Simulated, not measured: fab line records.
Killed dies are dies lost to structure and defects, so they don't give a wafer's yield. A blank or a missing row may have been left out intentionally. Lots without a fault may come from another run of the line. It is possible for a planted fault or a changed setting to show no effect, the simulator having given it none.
Struck lot and sound lot, side by side / flow sky130 / 43 out of 708 route steps
Sound: these wafers, L931.2, L931.4, L931.5. Wafers struck: L924.1, L924.2, L924.5. Last of all comes the cause.
At each step with rows: each side's tool, then ch and its chambers, then its first start. Under that, the readings that differ: sound wafers / struck wafers / difference of the means / sigmas: that difference in standard deviations of wafers without a fault.
alike: readings with means less than 2 such deviations apart, plus words and numbers identical on both sides. not compared: withheld readings, readings lacking a value on some wafer, bounds such as >300 that could conceal the same value, and numbers that have no deviation in the record and whose values overlap.
A row with sigmas, a row that says differs or no value, or rows on one side alone: a step with any of these is where the two part. When numbers do not overlap yet have no deviation, they are printed without sigmas and do not part them. A reading missing from all wafers of one side parts the sides only when that side holds two or more wafers.

SKY_LOCAL_INTERCONNECT_THK_MEAS_02: measures by xrf.
  sound: film-metro-01 at day 33 05:47; struck: film-metro-03 at day 30 19:07
reading=LOCAL_INTERCONNECT_TIN_THK (nm); sound=102.0 102.8 102.7; struck=100.3 99.5 100.1; difference=-2.5; sigmas=-2
then, 8 steps without rows for these wafers: SKY_LOCAL_INTERCONNECT_DEHYDRATE_03 (time 60 s); SKY_LOCAL_INTERCONNECT_HMDS_04 (prime time 60 s); SKY_LOCAL_INTERCONNECT_COAT_05 (resist thk 60 nm); SKY_LOCAL_INTERCONNECT_COAT_06 (resist thk 455.2 nm); SKY_LOCAL_INTERCONNECT_SOFTBAKE_07 (time 90 s); SKY_LOCAL_INTERCONNECT_EXPOSE_08 (exposes mask LI1M, target cd 170 nm); SKY_LOCAL_INTERCONNECT_PEB_09; SKY_LOCAL_INTERCONNECT_DEVELOP_10 (develop time 60 s).
SKY_LOCAL_INTERCONNECT_CD_MEAS_11: the cd target is 170 nm.
  sound: cd-sem-02 at day 34 08:31; struck: cd-sem-01 at day 31 21:47
  alike: cd-nm
SKY_LOCAL_INTERCONNECT_OVL_MEAS_12:
  sound: overlay-01 at day 34 08:37; struck: overlay-02 at day 31 21:55
  alike: LOCAL_INTERCONNECT_OVL
then, 1 step without rows for these wafers: SKY_LOCAL_INTERCONNECT_ETCH_13 (etches BARC in N2/H2, stops on SiO2, time 45.9 s, target depth 60 nm).
SKY_LOCAL_INTERCONNECT_METAL_ETCH_14: etches TiN in Cl2/BCl3, stops on PSG, target depth 110 nm, time 31.4 s.
  sound on rie-metal-02 ch 1, day 34 08:43; struck on rie-metal-03 ch 1, day 31 22:05
  alike: drypump-motor-current-A, oes-product-au, rf-fwd-power-W, throttle-valve-pct
  not compared: rf-hours-counter-h
then, 4 steps without rows for these wafers: SKY_LOCAL_INTERCONNECT_STRIP_15 (strips in O2/N2); SKY_LOCAL_INTERCONNECT_STRIP_16 (strips in post etch residue remover, time 1200 s); SKY_LOCAL_INTERCONNECT_CLEAN_17 (cleans in IPA, time 180 s); SKY_LOCAL_INTERCONNECT_CLEAN_18 (cleans in O3/DIW).
SKY_CONTACT_CVD_00: deposits Si3N4, target thk 75 nm.
  sound on pecvd-01 ch 1,2, day 34 09:23; struck on pecvd-03 ch 0,1,2, day 31 22:52
  alike: heater-power-w, rf-fwd-power-W
SKY_CONTACT_THK_MEAS_01:
  sound: film-metro-04 at day 34 09:26; struck: film-metro-02 at day 31 22:53
  alike: CONTACT_CVD_00_THK
then, 1 step without rows for these wafers: SKY_CONTACT_HDPCVD_02 (deposits SiO2, target thk 565 nm, time 94.2 s).
SKY_CONTACT_THK_MEAS_03:
  sound: film-metro-02 at day 34 09:34; struck: film-metro-01 at day 31 23:01
  alike: CONTACT_HDPCVD_THK
SKY_CONTACT_CMP_04: polishes SiO2.
  sound on cmp-01 ch 0,3, day 34 09:37; struck on cmp-02 ch 0,2, day 31 23:05
reading=time-to-endpoint-s (s); sound=79 79 81; struck=90 86 87; difference=+8; sigmas=+2
  alike: motor-current-A
SKY_CONTACT_BOW_MEAS_05:
  sound: film-metro-02 at day 34 09:56; struck: film-metro-04 at day 31 23:23
  alike: CONTACT_BOW
then, 8 steps without rows for these wafers: SKY_CONTACT_DEHYDRATE_06 (time 60 s); SKY_CONTACT_HMDS_07 (prime time 60 s); SKY_CONTACT_COAT_08 (resist thk 60 nm); SKY_CONTACT_COAT_09 (resist thk 450 nm); SKY_CONTACT_SOFTBAKE_10 (time 90 s); SKY_CONTACT_EXPOSE_11 (exposes mask CTM1, target cd 170 nm); SKY_CONTACT_PEB_12; SKY_CONTACT_DEVELOP_13 (develop time 60 s).
SKY_CONTACT_CD_MEAS_14: the cd target is 170 nm.
  sound: cd-sem-01 at day 35 11:49; struck: cd-sem-01 at day 33 03:01
  alike: cd-nm
SKY_CONTACT_OVL_MEAS_15:
  sound: overlay-02 at day 35 11:55; struck: overlay-02 at day 33 03:08
  alike: CONTACT_OVL
then, 1 step without rows for these wafers: SKY_CONTACT_ETCH_16 (etches BARC in N2/H2, stops on SiO2, time 45.9 s, target depth 60 nm).
SKY_CONTACT_ETCH_17: etches SiO2 in C4F8/O2/Ar, stops on Si3N4, target depth 340 nm.
  sound on rie-diel-01 ch 1,2,3, day 35 12:00; struck on rie-diel-01 ch 0,1,2, day 33 03:13
  alike: oes-product-au, rf-fwd-power-W
then, 1 step without rows for these wafers: SKY_CONTACT_ETCH_18 (etches Si3N4 in CHF3/O2, stops on TiN, time 39 s, target depth 75 nm).
SKY_CONTACT_STRIP_19: strips in O2/N2.
  sound on plasma-asher-02 ch 0,1, day 35 12:05; struck on plasma-asher-03 ch 0,1, day 33 03:18
  alike: drypump-motor-current-A, n2-flow-sccm, oes-product-au, strip-time-to-endpoint-s
  not compared: rf-hours-counter-h
then, 4 steps without rows for these wafers: SKY_CONTACT_STRIP_20 (strips in post etch residue remover, time 1200 s); SKY_CONTACT_CLEAN_21 (cleans in IPA, time 180 s); SKY_CONTACT_CLEAN_22 (cleans in O3/DIW); SKY_CONTACT_SPUTTER_23 (material TiN, target thk 20 nm, time 80 s).
SKY_CONTACT_CVD_24: deposits W, target thk 340 nm, time 102.12 s.
  sound on cvd-w-01 ch 0,1, day 35 12:45; struck on cvd-w-02 ch 0,1, day 33 03:58
  alike: heater-power-w
-- the record jumps here: 14 days lie between the struck wafers' starts before and after (it left off in module CONTACT and takes up again in module PAD_OPEN, whose first step shown is number 708 of the route) --
SKY_PAD_OPEN_PROBE_99:
  the record has rows for the struck wafers here (prober-02, day 47 00:52) and none for the sound ones

== WHERE THEY PART ==
First at SKY_LOCAL_INTERCONNECT_THK_MEAS_02; last, within this record, at SKY_PAD_OPEN_PROBE_99.

WHY: the cause the simulator had injected
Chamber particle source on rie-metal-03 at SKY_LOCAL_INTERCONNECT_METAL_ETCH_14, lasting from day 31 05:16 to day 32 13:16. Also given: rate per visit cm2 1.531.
